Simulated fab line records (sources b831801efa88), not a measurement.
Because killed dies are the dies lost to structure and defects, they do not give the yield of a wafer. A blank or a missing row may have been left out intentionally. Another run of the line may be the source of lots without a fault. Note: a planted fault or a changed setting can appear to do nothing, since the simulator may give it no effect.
Chamber matching + flow gf180mcu + rie si-01 running GF_POLY_GATE_ETCH_13: 4 sister chambers
The step etches poly-Si in HBr/Cl2, stops on SiO2, target depth 198.5 nm, time 69.6 s. 14 wafers are shown with their chamber, then 7 later ones without.

## WAFERS PAIRED WITH THEIR CHAMBERS
| wafer  | chamber | drypump motor current A (A) | oes product au (a.u.) | bias w (W) |
|--------|---------|-----------------------------|-----------------------|------------|
| L988.1 | 0       | 5.9                         | 0.994                 | 99.7       |
| L988.2 | 1       | 5.6                         | 0.992                 | 99.9       |
| L988.6 | 0       | 5.9                         | 0.993                 | 100.2      |
| L995.1 | 2       | 6.2                         | 0.969                 | 100.5      |
| L995.2 | 3       | 6.4                         | 0.984                 | 100.0      |
| L995.6 | 2       | 6.2                         | 0.969                 | 99.8       |
| L997.2 | 3       | 6.4                         | 0.977                 | 99.4       |
| L997.4 | 0       | 6.0                         | 0.989                 | 99.5       |
| L997.5 | 3       | 6.3                         | 0.974                 | 99.5       |
| L100.3 | 0       | 6.0                         | 0.993                 | 100.0      |
| L100.4 | 3       | 6.4                         | 0.983                 | 99.5       |
| L100.6 | 0       | 6.0                         | 0.993                 | 99.6       |
| L107.1 | 3       | 6.3                         | 0.981                 | 99.7       |
| L107.2 | 0       | 6.0                         | 0.993                 | 100.0      |

SIGNATURES (means of the wafers above)
| reading                 | chamber 0 | chamber 1 | chamber 2 | chamber 3 | scatter within a chamber |
|-------------------------|-----------|-----------|-----------|-----------|--------------------------|
| drypump motor current A | 5.967     | 5.600     | 6.200     | 6.360     | 0.0503                   |
| oes product au          | 0.99250   | 0.99200   | 0.96900   | 0.97980   | 0.00294                  |
| bias w                  | 99.833    | 99.900    | 100.150   | 99.620    | 0.291                    |
Rule: for each reading, subtract the chamber's mean from the wafer's reading, divide by that reading's scatter and square the result; add these up over the readings and take the root, which gives the wafer's distance from the chamber. The wafer belongs to the nearest chamber; if the next one is less than 2 further off, it can't be placed. The scatter: the root of (the sum of the squares of (reading less its chamber's mean) over the shown wafers, divided by (wafers less chambers)).

## WAFERS WITH NO CHAMBER GIVEN
| wafer  | drypump motor current A (A) | oes product au (a.u.) | bias w (W) |
|--------|-----------------------------|-----------------------|------------|
| L107.5 | 6.0                         | 0.985                 | 99.7       |
| L108.1 | 6.4                         | 0.984                 | 100.2      |
| L108.2 | 6.0                         | 0.983                 | 99.9       |
| L108.3 | 6.2                         | 0.977                 | 99.9       |
| L109.1 | 5.6                         | 0.989                 | 100.1      |
| L109.3 | 6.2                         | 0.976                 | 100.2      |
| L109.4 | 6.4                         | 0.986                 | 100.1      |

## THE CHAMBER EACH PASSED THROUGH
| wafer  | from the rows above     | in truth |
|--------|-------------------------|----------|
| L107.5 | 0                       | 0        |
| L108.1 | 3                       | 3        |
| L108.2 | 0                       | 0        |
| L108.3 | can't be placed: 2 or 3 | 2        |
| L109.1 | 1                       | 1        |
| L109.3 | can't be placed: 2 or 3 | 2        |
| L109.4 | 3                       | 3        |
Placed correctly: 5 of 7. These rows do not allow placing 2 (true chamber among the candidates in 2). 0 placed wrongly.
